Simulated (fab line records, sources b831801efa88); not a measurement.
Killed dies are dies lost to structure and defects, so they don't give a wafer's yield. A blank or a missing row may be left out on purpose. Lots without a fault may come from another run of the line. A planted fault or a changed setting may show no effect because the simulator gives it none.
fab line records | flow sky130
record lots=11 wafers=33 last_day=50
route steps=708 shown METAL5@665 PASSIVATION@681 PAD_OPEN@708
lots that met no fault: from a run of the same line without faults
start_h: hours from the record's first day to the start of the lot's first wafer shown | wait_h: hours since the lot's step before | " the same as in the row above | L1.1+2: a row that stands for several wafers | - no value, or no start given | * or withheld: withheld | < > ~ a bound
route shown NAME@n: a module of which the file shows steps, and the number in the route of the first | usual: mean/standard deviation of fault-free wafers | same: alike in all rows | chamber/n: place in a boat | sites: the reading at each site | _std_site: their standard deviation | _edge_site: outer sites' mean less inner sites' | radius_mm: how far each site lies from the wafer's centre | mask NAME#n: copy n | behind: the tool/chamber that last shaped the wafer | hold: why the lot was held/for how many hours/how that ended | device: the transistor (n, p or np) that didn't switch | end of line: the same wafers' tests at the end of the route | a step without rows: its recipe alone | killed: dies lost to structure and defects at the first sort, not the wafer's yield | map: a wafer's dies, x killed, . not, _ none there
set.NAME: the setting as run; set.NAME@STEP: as run at that earlier step | model.NAME: the simulator's own value behind a step, which no gauge read
steps of the route over a sample of lots; a table a step, a row a wafer
services: from which hour (start_h, from the record's first day; less than 0 if before it) a tool's chamber was out of use, for how many hours, and why
## steps
# step SKY_METAL5_SPUTTER_04
# recipe material=TiN target_thk_nm=70 power_w=6500 time_s=58.3 chamber_pressure_pa=0.4
# usual throttle_valve_pct=30.0/0.95
# same time_s=58.3
# columns lot.wafer tool chamber start_h wait_h throttle_valve_pct
L199.2 pvd_sputter-04 - 1003.00 0.0 29.5
L199.5 " - " " 30.3
L199.6 " - " " 29.3
L200.2 pvd_sputter-02 - 1012.49 0.0 30.7
L200.3 " - " " 31.7
L200.6 " - " " 29.8
L201.1 pvd_sputter-04 - 1036.85 0.0 30.1
L201.3 " - " " 28.8
L201.6 " - " " 30.2
L204.1 pvd_sputter-04 - 1042.23 0.0 30.3
L204.2 " - " " 29.2
L204.4 " - " " 29.9
L203.1 pvd_sputter-02 - 1042.91 0.0 30.6
L203.2 " - " " 32.0
L203.4 " - " " 31.2
L205.1 pvd_sputter-01 - 1045.33 0.0 29.8
L205.2 " - " " 29.0
L205.5 " - " " 31.4
L206.1 pvd_sputter-01 - 1047.00 0.0 31.4
L206.3 " - " " 30.1
L206.4 " - " " 29.0
L210.4 pvd_sputter-01 - 1071.52 0.0 29.2
L210.5 " - " " 31.6
L210.6 " - " " 29.8
L209.1 pvd_sputter-02 - 1072.85 0.0 30.7
L209.4 " - " " 31.0
L209.5 " - " " 29.5
L217.3 pvd_sputter-01 - 1117.37 0.0 31.5
L217.4 " - " " 29.8
L217.6 " - " " 28.9
L220.2 pvd_sputter-02 - 1132.05 0.0 29.5
L220.3 " - " " 31.8
L220.6 " - " " 29.6
# step SKY_METAL5_METAL_ETCH_15
# recipe target_depth_a=12600 stop_on=SiO2 over_etch_frac=0.2 time_s=252 chemistry=Cl2/BCl3 resist_sidewall_deg=86 pressure_mtorr=10 icp_w=900 bias_w=48.5 Cl2_flow_sccm=60 bcl3_flow_sccm=30
# usual drypump_motor_current_A=5.8/0.42 oes_product_au=0.894/0.005 rf_fwd_power_W=896.8/2.8 throttle_valve_pct=22.263/0.0088
# same time_s=252
# columns lot.wafer tool chamber start_h wait_h drypump_motor_current_A oes_product_au rf_fwd_power_W rf_hours_counter_h throttle_valve_pct
L199.2 rie_metal-02 0 1024.49 0.0 5.8 0.891 897.3 10 22.243
L199.5 " 1 " " 6.1 0.884 894.4 - 22.267
L199.6 " 0 " " 5.8 0.893 899.0 - 22.262
L200.2 rie_metal-03 1 1034.95 0.0 5.5 0.896 899.0 19 22.251
L200.3 " 1 " " 5.5 0.894 895.9 - 22.276
L200.6 " 1 " " 5.5 0.892 899.5 - 22.258
L201.1 rie_metal-03 0 1057.95 0.0 6.1 0.891 898.5 14 22.271
L201.3 " 0 " " 6.2 0.896 900.2 - 22.259
L201.6 " 0 " " 6.2 0.891 895.3 - 22.253
L204.1 rie_metal-01 0 1064.14 0.0 5.1 0.893 893.2 11 22.243
L204.2 " 1 " " 6.2 0.884 900.2 16 22.257
L204.4 " 1 " " 6.2 0.899 896.7 - 22.268
L203.1 rie_metal-03 0 1065.30 0.0 6.1 0.895 904.3 15 22.243
L203.2 " 1 " " 5.5 0.894 895.1 21 22.258
L203.4 " 0 " " 6.1 0.894 899.3 - 22.269
L205.1 rie_metal-03 1 1066.49 0.0 5.5 0.892 895.0 21 22.264
L205.2 " 0 " " 6.1 0.891 897.0 15 22.273
L205.5 " 1 " " 5.5 0.898 897.1 - 22.267
L206.1 rie_metal-01 0 1067.79 0.0 5.1 0.894 899.3 11 22.277
L206.3 " 1 " " 6.2 0.895 893.2 - 22.265
L206.4 " 0 " " 5.1 0.899 897.2 - 22.267
L210.4 rie_metal-01 1 1092.28 0.1 6.2 0.893 898.1 - 22.262
L210.5 " 1 " " 6.2 0.891 894.4 - 22.259
L210.6 " 0 " " 5.1 0.903 895.8 - 22.262
L209.1 rie_metal-03 1 1093.34 0.0 5.5 0.892 893.0 24 22.253
L209.4 " 1 " " 5.5 0.895 893.4 - 22.271
L209.5 " 1 " " 5.5 0.893 899.1 - 22.267
L217.3 rie_metal-02 0 1136.53 0.1 5.8 0.892 899.4 - 22.272
L217.4 " 1 " " 6.1 0.892 893.8 - 22.260
L217.6 " 1 " " 6.1 0.890 895.0 - 22.266
L220.2 rie_metal-01 1 1150.14 0.0 6.2 0.893 896.3 22 22.262
L220.3 " 1 " " 6.2 0.893 895.6 - 22.280
L220.6 " 0 " " 5.1 0.891 894.4 - 22.277
# step SKY_PASSIVATION_CVD_00
# recipe material=SiO2 target_thk_nm=90 temp_c=400 time_s=withheld rf_w=600
# usual heater_power_w=614/85 rf_fwd_power_W=589/3.3
# columns lot.wafer tool chamber start_h wait_h heater_power_w rf_fwd_power_W
L199.2 pecvd-04 1 1025.31 0.0 555 593
L199.5 " 0 " " 610 596
L199.6 " 1 " " 559 594
L200.2 pecvd-01 1 1035.77 0.0 579 583
L200.3 " 2 " " 500 591
L200.6 " 0 " " 486 590
L201.1 pecvd-04 1 1058.78 0.0 587 592
L201.3 " 2 " " 718 594
L201.6 " 2 " " 706 595
L204.1 pecvd-04 1 1065.40 0.0 559 590
L204.2 " 0 " " 588 588
L204.4 " 1 " " 559 592
L203.1 pecvd-01 1 1066.56 0.0 608 583
L203.2 " 2 " " 535 592
L203.4 " 1 " " 620 582
L205.1 pecvd-03 1 1067.31 0.0 622 588
L205.2 " 0 " " 679 588
L205.5 " 2 " " 653 589
L206.1 pecvd-04 0 1068.97 0.0 537 586
L206.3 " 2 " " 803 593
L206.4 " 1 " " 548 593
L210.4 pecvd-03 2 1093.08 0.0 635 588
L210.5 " 1 " " 576 585
L210.6 " 0 " " 737 587
L209.1 pecvd-01 0 1094.16 0.0 479 589
L209.4 " 0 " " 486 587
L209.5 " 2 " " 471 593
L217.3 pecvd-03 0 1137.31 0.0 707 586
L217.4 " 2 " " 682 589
L217.6 " 1 " " 594 587
L220.2 pecvd-01 1 1150.96 0.0 485 589
L220.3 " 2 " " 565 593
L220.6 " 0 " " 562 587
# step SKY_PASSIVATION_CVD_02
# recipe material=Si3N4 target_thk_nm=540 temp_c=400 time_s=withheld rf_w=450
# usual heater_power_w=666/86 rf_fwd_power_W=449.3/1.3
# columns lot.wafer tool chamber start_h wait_h heater_power_w rf_fwd_power_W
L199.2 pecvd-03 1 1025.39 0.0 649 449.5
L199.5 " 2 " " 754 447.8
L199.6 " 0 " " 769 448.6
L200.2 pecvd-04 1 1035.85 0.0 598 450.5
L200.3 " 0 " " 664 447.9
L200.6 " 0 " " 532 447.9
L201.1 pecvd-03 0 1058.86 0.1 820 446.1
L201.3 " 1 " " 578 450.6
L201.6 " 1 " " 639 448.3
L204.1 pecvd-03 2 1065.48 0.1 770 448.0
L204.2 " 0 " " 680 448.9
L204.4 " 2 " " 634 446.9
L203.1 pecvd-04 1 1066.64 0.1 670 448.6
L203.2 " 2 " " 800 449.6
L203.4 " 1 " " 673 450.5
L205.1 pecvd-01 0 1067.40 0.1 512 447.0
L205.2 " 2 " " 610 451.7
L205.5 " 1 " " 533 450.1
L206.1 pecvd-03 1 1069.05 0.1 586 449.9
L206.3 " 0 " " 754 449.2
L206.4 " 1 " " 621 449.6
L210.4 pecvd-01 2 1093.26 0.1 499 449.6
L210.5 " 0 " " 651 447.6
L210.6 " 1 " " 583 448.1
L209.1 pecvd-04 0 1094.25 0.1 663 449.9
L209.4 " 1 " " 670 447.0
L209.5 " 2 " " 834 452.2
L217.3 pecvd-01 1 1137.39 0.0 633 448.5
L217.4 " 1 " " 656 450.1
L217.6 " 2 " " 588 449.9
L220.2 pecvd-03 0 1151.05 0.0 678 449.3
L220.3 " 2 " " 755 448.9
L220.6 " 0 " " 710 448.7
# step SKY_PASSIVATION_THK_MEAS_03
# recipe reads=Si3N4_of_PASSIVATION_CVD_02
# usual PASSIVATION_CVD_02_THK=541/6.5
# columns lot.wafer tool chamber start_h wait_h PASSIVATION_CVD_02_THK[nm]
L199.2 film_metro-01 - 1025.63 - 532
L199.5 " - " " 544
L199.6 " - " " 546
L200.2 film_metro-02 - 1036.09 - 528
L200.3 " - " " 531
L200.6 " - " " 539
L201.1 film_metro-01 - 1059.09 - 540
L201.3 " - " " 533
L201.6 " - " " 545
L204.1 film_metro-01 - 1065.71 - 534
L204.2 " - " " 533
L204.4 " - " " 542
L203.1 film_metro-01 - 1066.87 - 540
L203.2 " - " " 537
L203.4 " - " " 547
L205.1 film_metro-02 - 1067.62 - 541
L205.2 " - " " 540
L205.5 " - " " 547
L206.1 film_metro-02 - 1069.28 - 536
L206.3 " - " " 537
L206.4 " - " " 552
L210.4 film_metro-03 - 1093.41 - 545
L210.5 " - " " 544
L210.6 " - " " 547
L209.1 film_metro-01 - 1094.47 - 539
L209.4 " - " " 548
L209.5 " - " " 546
L217.3 film_metro-02 - 1137.65 - 538
L217.4 " - " " 543
L217.6 " - " " 847
L220.2 film_metro-03 - 1151.28 - 542
L220.3 " - " " 547
L220.6 " - " " 548
# step SKY_PAD_OPEN_PROBE_99
# usual defect_limited_yield=82.7/1.9 killed_at_M0_to_M3=43/7.7 killed_at_M4_up=3.0/1.7 killed_at_contacts=24/5.2 killed_at_front_end=15/4.5 killed_at_other=0.3/0.5 killed_dies=85/9.5 killed_on_rim=17/4 killed_open=47/6.6 killed_short=38/6.6 sort_bin_3_pad_short=0.8/0.39 sort_bin_5_function=10.2/1.4 sort_bin_6_memory=6.3/1.1 sort_n_pass=407/9.5 sort_yield_pct=82.7/1.9
# same gross_dies=492 killed_at_back_side=0 sort_bin_4_leakage[%]=0 sort_bin_8_speed[%]=0
# columns lot.wafer tool chamber start_h wait_h defect_limited_yield[%] killed_at_M0_to_M3 killed_at_M4_up killed_at_contacts killed_at_front_end killed_at_other killed_dies killed_on_rim killed_open killed_short sort_bin_3_pad_short[%] sort_bin_5_function[%] sort_bin_6_memory[%] sort_n_pass sort_yield_pct[%]
L199.2 prober-01 - 1070.53 0.1 84.3 34 2 28 13 0 77 12 48 29 0.6 8.3 6.7 415 84.3
L199.5 prober-01 - 1070.68 0.2 83.9 39 4 24 12 0 79 19 43 36 0.4 9.8 5.9 413 83.9
L199.6 prober-01 - 1070.73 0.2 80.7 42 2 29 22 0 95 22 55 40 0.2 12.8 6.3 397 80.7
L200.2 prober-02 - 1080.81 0.1 83.1 41 3 28 11 0 83 21 44 39 0.8 10.2 5.9 409 83.1
L200.3 prober-02 - 1080.86 0.2 82.3 47 3 23 14 0 87 17 58 29 0.4 10.2 7.1 405 82.3
L200.6 prober-02 - 1081.01 0.2 82.9 48 4 23 9 0 84 12 47 37 0.6 10.2 6.3 408 82.9
L201.1 prober-01 - 1102.21 0.1 82.1 46 1 28 13 0 88 18 48 40 1.0 9.6 7.3 404 82.1
L201.3 prober-01 - 1102.31 0.2 83.1 34 1 25 23 0 83 13 39 44 0.8 9.8 6.3 409 83.1
L201.6 prober-01 - 1102.46 0.2 80.3 42 5 33 17 0 97 16 56 41 0.8 11.4 7.5 395 80.3
L204.1 prober-01 - 1109.87 0.1 85.6 46 2 12 11 0 71 20 43 28 1.6 7.9 4.9 421 85.6
L204.2 prober-01 - 1109.92 0.1 85.0 38 3 22 11 0 74 15 41 33 1.0 8.5 5.5 418 85.0
L204.4 prober-01 - 1110.02 0.2 85.8 36 5 17 12 0 70 8 37 33 1.2 8.7 4.3 422 85.8
L203.1 prober-02 - 1111.07 0.1 83.9 40 1 21 17 0 79 16 44 35 1.2 10.0 4.9 413 83.9
L203.2 prober-02 - 1111.12 0.1 83.7 47 3 21 9 0 80 15 46 34 0.8 10.2 5.3 412 83.7
L203.4 prober-02 - 1111.22 0.2 83.5 48 3 19 11 0 81 19 41 40 1.8 8.9 5.7 411 83.5
L205.1 prober-01 - 1111.39 0.1 84.8 35 0 19 21 0 75 15 39 36 1.2 8.5 5.5 417 84.8
L205.2 prober-01 - 1111.44 0.1 84.1 39 2 18 19 0 78 15 42 36 1.0 10.0 4.9 414 84.1
L205.5 prober-01 - 1111.59 0.2 81.5 40 2 36 13 0 91 13 50 41 1.4 11.8 5.3 401 81.5
L206.1 prober-02 - 1112.57 0.1 84.3 32 5 27 13 0 77 14 45 32 0.2 9.6 5.9 415 84.3
L206.3 prober-02 - 1112.67 0.2 81.3 48 4 24 16 0 92 16 47 45 1.2 10.8 6.7 400 81.3
L206.4 prober-02 - 1112.72 0.2 86.0 29 2 22 15 1 69 10 43 26 0.4 6.9 6.7 423 86.0
L210.4 prober-01 - 1134.99 0.2 79.7 49 2 32 15 2 100 25 62 38 1.2 10.6 8.5 392 79.7
L210.5 prober-01 - 1135.04 0.2 78.5 58 4 32 11 1 106 18 63 43 0.8 15.0 5.7 386 78.5
L210.6 prober-01 - 1135.09 0.2 80.7 48 2 33 11 1 95 18 53 42 0.4 12.2 6.7 397 80.7
L209.1 prober-01 - 1135.14 0.1 85.2 36 3 24 10 0 73 14 34 39 0.6 9.8 4.5 419 85.2
L209.4 prober-01 - 1135.29 0.2 82.1 41 3 28 15 1 88 12 51 37 1.4 10.0 6.5 404 82.1
L209.5 prober-01 - 1135.34 0.2 82.3 37 2 29 19 0 87 24 50 37 0.6 12.6 4.5 405 82.3
L217.3 prober-02 - 1176.39 0.2 81.1 33 4 32 24 0 93 12 47 46 0.8 11.6 6.5 399 81.1
L217.4 prober-02 - 1176.44 0.2 82.9 41 2 17 24 0 84 13 52 32 0.2 10.6 6.3 408 82.9
L217.6 prober-02 - 1176.54 0.2 0 34 1 22 18 417 492 96 45 31 0.6 93.5 5.9 0 0
L220.2 prober-02 - 1188.26 0.1 84.1 42 3 16 15 2 78 19 44 34 0.6 10.0 5.3 414 84.1
L220.3 prober-02 - 1188.31 0.2 79.7 54 3 28 15 0 100 19 61 39 0.8 13.4 6.1 392 79.7
L220.6 prober-02 - 1188.46 0.2 81.1 51 2 26 14 0 93 18 49 44 0.6 11.8 6.5 399 81.1
# killed by level:class
L199.2 CONTACT:geometric_particle:open=12 LI_CONTACT:geometric_particle:open=8 VIA2:geometric_particle:open=8 VIA1:geometric_particle:open=6 FIELD_ISO:geometric_particle:short=5 METAL2:geometric_particle:short=4 VIA3:geometric_particle:open=4 LOCAL_INTERCONNECT:geometric_particle:short=3
L199.5 VIA1:geometric_particle:open=11 VIA2:geometric_particle:open=7 LI_CONTACT:geometric_particle:open=6 POLY_GATE:geometric_particle:short=5 VIA3:geometric_particle:open=5 CONTACT:geometric_particle:short=5 METAL1:geometric_particle:short=5 LI_CONTACT:geometric_particle:short=4
L199.6 CONTACT:geometric_particle:open=15 VIA3:geometric_particle:open=10 LI_CONTACT:geometric_particle:open=7 METAL1:geometric_particle:short=7 FIELD_ISO:geometric_particle:short=6 VIA2:geometric_particle:open=6 VIA1:geometric_particle:open=5 LOCAL_INTERCONNECT:geometric_particle:short=4
L200.2 CONTACT:geometric_particle:open=12 VIA3:geometric_particle:open=7 LOCAL_INTERCONNECT:geometric_particle:short=5 CONTACT:geometric_particle:short=5 METAL1:geometric_particle:short=5 METAL2:geometric_particle:short=5 VIA3:geometric_particle:short=5 LI_CONTACT:geometric_particle:open=4
L200.3 VIA3:geometric_particle:open=11 CONTACT:geometric_particle:open=10 VIA2:geometric_particle:open=8 VIA1:geometric_particle:open=7 LI_CONTACT:geometric_particle:open=6 FIELD_ISO:geometric_particle:open=5 CONTACT:geometric_particle:short=5 METAL2:geometric_particle:short=5
L200.6 VIA1:geometric_particle:open=11 VIA2:geometric_particle:open=8 METAL2:geometric_particle:short=7 VIA3:geometric_particle:open=7 LI_CONTACT:geometric_particle:open=6 LI_CONTACT:geometric_particle:short=5 CONTACT:geometric_particle:open=4 VIA2:geometric_particle:short=4
L201.1 VIA1:geometric_particle:open=10 LI_CONTACT:geometric_particle:open=8 VIA1:geometric_particle:short=8 VIA3:geometric_particle:open=8 METAL2:geometric_particle:short=7 CONTACT:geometric_particle:short=5 POLY_GATE:geometric_particle:open=4 LI_CONTACT:geometric_particle:short=4
L201.3 FIELD_ISO:geometric_particle:short=8 CONTACT:geometric_particle:open=7 LI_CONTACT:geometric_particle:open=6 POLY_GATE:geometric_particle:open=5 LOCAL_INTERCONNECT:geometric_particle:short=5 CONTACT:geometric_particle:short=5 METAL1:geometric_particle:short=5 VIA2:geometric_particle:open=5
L201.6 CONTACT:geometric_particle:open=15 LI_CONTACT:geometric_particle:open=10 VIA1:geometric_particle:open=9 FIELD_ISO:geometric_particle:short=6 FIELD_ISO:geometric_particle:open=6 METAL2:geometric_particle:short=6 VIA3:geometric_particle:open=6 VIA1:geometric_particle:short=5
L204.1 VIA1:geometric_particle:open=11 VIA3:geometric_particle:open=9 FIELD_ISO:geometric_particle:open=6 METAL1:geometric_particle:short=5 VIA1:geometric_particle:short=5 LI_CONTACT:geometric_particle:open=4 LI_CONTACT:geometric_particle:short=3 CONTACT:geometric_particle:open=3
L204.2 VIA1:geometric_particle:open=10 LI_CONTACT:geometric_particle:open=7 CONTACT:geometric_particle:open=7 VIA1:geometric_particle:short=6 VIA2:geometric_particle:open=6 VIA3:geometric_particle:open=5 POLY_GATE:geometric_particle:short=4 LOCAL_INTERCONNECT:geometric_particle:short=4
L204.4 CONTACT:geometric_particle:open=9 VIA1:geometric_particle:short=7 VIA3:geometric_particle:open=7 VIA1:geometric_particle:open=5 METAL4:geometric_particle:short=5 FIELD_ISO:geometric_particle:open=4 LI_CONTACT:geometric_particle:open=3 POLY_GATE:geometric_particle:short=3
L203.1 VIA1:geometric_particle:open=12 CONTACT:geometric_particle:open=11 POLY_GATE:geometric_particle:short=8 METAL2:geometric_particle:short=6 VIA2:geometric_particle:open=6 POLY_GATE:geometric_particle:open=4 LI_CONTACT:geometric_particle:open=4 VIA1:geometric_particle:short=4
L203.2 CONTACT:geometric_particle:open=10 VIA1:geometric_particle:open=9 VIA2:geometric_particle:open=7 VIA3:geometric_particle:open=6 POLY_GATE:geometric_particle:open=4 CONTACT:geometric_particle:short=4 METAL1:geometric_particle:short=4 VIA1:geometric_particle:short=4
L203.4 VIA1:geometric_particle:open=13 CONTACT:geometric_particle:open=8 METAL1:geometric_particle:short=8 METAL2:geometric_particle:short=7 POLY_GATE:geometric_particle:open=5 VIA3:geometric_particle:short=5 CONTACT:geometric_particle:short=4 VIA3:geometric_particle:open=4
L205.1 VIA1:geometric_particle:open=10 POLY_GATE:geometric_particle:short=8 LI_CONTACT:geometric_particle:open=6 CONTACT:geometric_particle:short=6 FIELD_ISO:geometric_particle:short=4 CONTACT:geometric_particle:open=4 VIA2:geometric_particle:short=4 VIA2:geometric_particle:open=4
L205.2 VIA2:geometric_particle:open=7 FIELD_ISO:geometric_particle:open=6 CONTACT:geometric_particle:open=6 CONTACT:geometric_particle:short=6 VIA1:geometric_particle:open=6 METAL2:geometric_particle:short=6 VIA3:geometric_particle:open=6 SPACER:geometric_particle:open=4
L205.5 VIA1:geometric_particle:open=11 CONTACT:geometric_particle:open=10 CONTACT:geometric_particle:short=10 LI_CONTACT:geometric_particle:open=7 VIA2:geometric_particle:open=7 POLY_GATE:geometric_particle:open=6 LI_CONTACT:geometric_particle:short=6 VIA1:geometric_particle:short=5
L206.1 CONTACT:geometric_particle:open=10 VIA3:geometric_particle:open=7 CONTACT:geometric_particle:short=7 VIA1:geometric_particle:open=6 LI_CONTACT:geometric_particle:open=5 POLY_GATE:geometric_particle:open=4 METAL4:geometric_particle:short=4 METAL2:geometric_particle:short=4
L206.3 VIA1:geometric_particle:open=11 CONTACT:geometric_particle:open=8 VIA2:geometric_particle:open=6 CONTACT:geometric_particle:short=6 METAL1:geometric_particle:short=6 LI_CONTACT:geometric_particle:open=5 METAL3:geometric_particle:short=5 VIA1:geometric_particle:short=5
L206.4 CONTACT:geometric_particle:open=9 VIA1:geometric_particle:open=8 VIA3:geometric_particle:open=8 CONTACT:geometric_particle:short=5 FIELD_ISO:geometric_particle:short=4 LI_CONTACT:geometric_particle:open=4 SPACER:geometric_particle:open=3 METAL1:geometric_particle:short=3
L210.4 VIA1:geometric_particle:open=15 CONTACT:geometric_particle:open=12 LI_CONTACT:geometric_particle:open=11 METAL1:geometric_particle:short=7 CONTACT:geometric_particle:short=6 VIA2:geometric_particle:open=6 VIA1:geometric_particle:short=5 POLY_GATE:geometric_particle:open=4
L210.5 VIA1:geometric_particle:open=17 CONTACT:geometric_particle:open=10 VIA2:geometric_particle:open=9 LOCAL_INTERCONNECT:geometric_particle:short=8 VIA3:geometric_particle:open=8 LI_CONTACT:geometric_particle:open=7 METAL2:geometric_particle:short=7 CONTACT:geometric_particle:short=4
L210.6 CONTACT:geometric_particle:open=13 LI_CONTACT:geometric_particle:open=10 VIA2:geometric_particle:open=9 VIA1:geometric_particle:open=6 METAL1:geometric_particle:short=6 VIA1:geometric_particle:short=6 CONTACT:geometric_particle:short=5 VIA3:geometric_particle:open=5
L209.1 VIA1:geometric_particle:open=9 LI_CONTACT:geometric_particle:open=5 LOCAL_INTERCONNECT:geometric_particle:short=5 CONTACT:geometric_particle:open=5 VIA2:geometric_particle:short=5 METAL1:geometric_particle:short=4 CONTACT:geometric_particle:short=4 VIA2:geometric_particle:open=4
L209.4 LI_CONTACT:geometric_particle:open=10 VIA1:geometric_particle:open=10 CONTACT:geometric_particle:open=8 VIA2:geometric_particle:open=6 FIELD_ISO:geometric_particle:short=5 LI_CONTACT:geometric_particle:short=5 METAL1:geometric_particle:short=4 CONTACT:geometric_particle:short=4
L209.5 LI_CONTACT:geometric_particle:open=11 VIA2:geometric_particle:open=10 CONTACT:geometric_particle:open=9 METAL2:geometric_particle:short=6 VIA1:geometric_particle:short=6 FIELD_ISO:geometric_particle:short=5 FIELD_ISO:geometric_particle:open=5 METAL1:geometric_particle:short=4
L217.3 FIELD_ISO:geometric_particle:short=10 VIA3:geometric_particle:open=9 LI_CONTACT:geometric_particle:open=7 CONTACT:geometric_particle:short=7 METAL2:geometric_particle:short=7 LOCAL_INTERCONNECT:geometric_particle:open=6 CONTACT:geometric_particle:open=6 VIA1:geometric_particle:open=6
L217.4 VIA1:geometric_particle:open=13 VIA2:geometric_particle:open=10 FIELD_ISO:geometric_particle:open=7 LI_CONTACT:geometric_particle:open=7 VIA2:geometric_particle:short=7 CONTACT:geometric_particle:open=7 FIELD_ISO:geometric_particle:short=6 POLY_GATE:geometric_particle:open=5
L217.6 PASSIVATION:area_etch=416 VIA1:geometric_particle:open=8 CONTACT:geometric_particle:open=7 FIELD_ISO:geometric_particle:short=6 LI_CONTACT:geometric_particle:open=6 FIELD_ISO:geometric_particle:open=5 LOCAL_INTERCONNECT:geometric_particle:short=5 METAL2:geometric_particle:short=4
L220.2 VIA1:geometric_particle:open=12 CONTACT:geometric_particle:open=7 METAL1:geometric_particle:short=7 FIELD_ISO:geometric_particle:short=6 VIA2:geometric_particle:open=6 FIELD_ISO:geometric_particle:open=5 METAL3:geometric_particle:short=5 CONTACT:geometric_particle:short=4
L220.3 VIA1:geometric_particle:open=17 CONTACT:geometric_particle:open=12 METAL2:geometric_particle:short=7 CONTACT:geometric_particle:short=6 VIA2:geometric_particle:open=6 VIA3:geometric_particle:short=6 LOCAL_INTERCONNECT:geometric_particle:short=4 POLY_GATE:geometric_particle:open=4
L220.6 LI_CONTACT:geometric_particle:open=12 VIA1:geometric_particle:open=10 VIA1:geometric_particle:short=9 CONTACT:geometric_particle:open=8 METAL1:geometric_particle:short=8 FIELD_ISO:geometric_particle:short=7 VIA3:geometric_particle:open=7 VIA2:geometric_particle:open=5
## services
# columns tool chamber start_h hours kind
pvd_sputter-02 - 980.54 13.6 repair
pecvd-01 - 983.68 0.6 repair
pecvd-01 1 999.38 - clean
pecvd-01 1 999.38 - consumable_replace:showerhead
pecvd-01 1 999.38 29.0 scheduled_down
pecvd-01 1 999.38 29.0 vent_cycle
rie_metal-01 0 1010.27 1.1 repair
rie_metal-03 0 1015.24 11.5 repair
pvd_sputter-04 - 1044.59 3.3 repair
rie_metal-02 - 1045.09 28.1 pm
pvd_sputter-02 0 1048.99 - consumable_replace:kit
pvd_sputter-02 0 1048.99 18.0 scheduled_down
pvd_sputter-02 0 1048.99 18.0 vent_cycle
pvd_sputter-02 - 1053.78 0.6 repair
pvd_sputter-04 - 1079.99 20.8 repair
pecvd-03 0 1096.34 21.0 repair
rie_metal-01 1 1102.17 14.1 repair
pecvd-04 0 1108.51 3.5 repair
pvd_sputter-02 - 1116.55 8.4 repair
rie_metal-02 - 1122.91 2.8 pm
pecvd-03 0 1123.24 3.9 repair
rie_metal-01 - 1127.21 0.8 repair
pvd_sputter-02 - 1137.56 0.7 repair
pecvd-01 2 1144.15 2.1 scheduled_down
## key
first_sign step=SKY_PASSIVATION_THK_MEAS_03 reading=PASSIVATION_CVD_02_THK direction=up sigmas=47 usual=541 struck=847
effect step=SKY_PAD_OPEN_PROBE_99 reading=killed_at_other direction=up sigmas=99+ usual=0.3 struck=417
more_kills_born_at SKY_PASSIVATION_ETCH_11@rie_diel-02=416
met_at SKY_PASSIVATION_CVD_02
struck_lots L217
struck_wafers L217.6
later_rows_left_out L217.6
not_acting_at SKY_METAL5_SPUTTER_04,SKY_METAL5_METAL_ETCH_15,SKY_PASSIVATION_CVD_00
onset_between 1093.26 1137.39
fault kind=process_parameter_drift tool=pecvd-01 chamber=2 onset_h=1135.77 steps=SKY_PASSIVATION_CVD_02 channel=time_s offset=withheld shape=step end_h=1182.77 acts_in=*
# later_rows_left_out: the simulator's readings of these wafers behind a module that went badly wrong aren't trusted and aren't shown, but for the sort
